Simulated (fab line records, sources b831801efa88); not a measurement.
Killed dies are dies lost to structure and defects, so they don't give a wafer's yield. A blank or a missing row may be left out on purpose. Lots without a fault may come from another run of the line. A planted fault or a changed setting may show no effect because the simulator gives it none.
One fault seen from 2 desks | flow sfq_line | each desk has only its own numbers; what lay behind them comes last

THE TOOL OWNER'S DESK: cmp-01
The tool's own readings at SFQ_TRILAYER_I1_CMP_CMP_046 (polishes SiO2): means of the sampled wafers that have a number, for each lot that ran on this tool. A lot is out of limits, marked OUT, if its mean lies more than 4 standard deviations from the usual mean; the brackets give that distance.
Columns: A = edge_zone_pressure_frac at SFQ_TRILAYER_I1_CMP_CMP_046, usual 1.000; B = motor_current_A at SFQ_TRILAYER_I1_CMP_CMP_046, usual 9.3 A; C = platen_rpm at SFQ_TRILAYER_I1_CMP_CMP_046, usual 60.01 rpm; D = time_to_endpoint_s at SFQ_TRILAYER_I1_CMP_CMP_046, usual 216 s
lot  | first seen here | A     | B    | C                       | D
L998 | day 17 17:11    | 1.007 | 9.2  | 59.99                   | 218
L999 | day 18 03:11    | 1.001 | 9.6  | 59.99                   | 228
L103 | day 20 04:35    | 0.997 | 9.5  | 54.03 (-99 or more) OUT | 231
L104 | day 20 20:28    | 0.998 | 10.0 | 54.00 (-99 or more) OUT | 229
L109 | day 24 00:25    | 0.995 | 10.0 | 60.00                   | 218
L110 | day 24 05:55    | 1.000 | 9.9  | 59.98                   | 225
L112 | day 24 23:54    | 1.002 | 9.8  | 59.95                   | 217
L114 | day 25 16:54    | 0.999 | 9.9  | 59.99                   | 220
L117 | day 26 22:54    | 1.004 | 9.7  | 60.01                   | 219
This desk's finding: out of limits on L103, L104; first on L103, day 20 04:35 (platen_rpm at SFQ_TRILAYER_I1_CMP_CMP_046). In limits: L998, L999, L109, L110, L112, L114, L117.

THE METROLOGY DESK
What the gauges read, lot by lot, whatever tool the lot ran on: means of the sampled wafers that have a number. A lot is out of limits, marked OUT, if its mean lies more than 4 standard deviations from the usual mean; the brackets give that distance.
Columns: A = I0_OVL at SFQ_I0_OVL_MEAS_908, usual 0 nm
lot  | first seen here | A
L998 | day 13 00:43    | 6
L999 | day 13 08:20    | 1
L100 | day 13 13:07    | -0
L101 | day 13 20:19    | 3
L103 | day 15 02:02    | -2
L104 | day 15 14:03    | 2
L109 | day 17 17:24    | 1
L110 | day 17 22:11    | -4
L111 | day 18 04:11    | 0
L112 | day 18 10:12    | 9
L114 | day 18 23:24    | -2
L115 | day 19 10:11    | 4
L117 | day 19 23:24    | -2
L118 | day 20 05:24    | -5
This desk's finding: nothing out of limits on any of the 14 lots.

PUT TOGETHER
The tool owner's desk could have raised an alarm at day 20 04:35, on L103, L104.
The metrology desk saw nothing out of limits.
The metrology desk has L103, L104 on record, within its limits.
Of the lots named, all ran SFQ_TRILAYER_I1_CMP_CMP_046 on cmp-01.

WHAT THE SIMULATOR HAD PUT IN
Process parameter drift: cmp-01, from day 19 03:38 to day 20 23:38, at SFQ_TRILAYER_I1_CMP_CMP_046. Setting platen_rpm, moved by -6, from 60. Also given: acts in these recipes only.
Lots struck among those shown: L103, L104.
Hours from the fault's start to each desk's first reading out of limits: the tool owner's desk, 25.
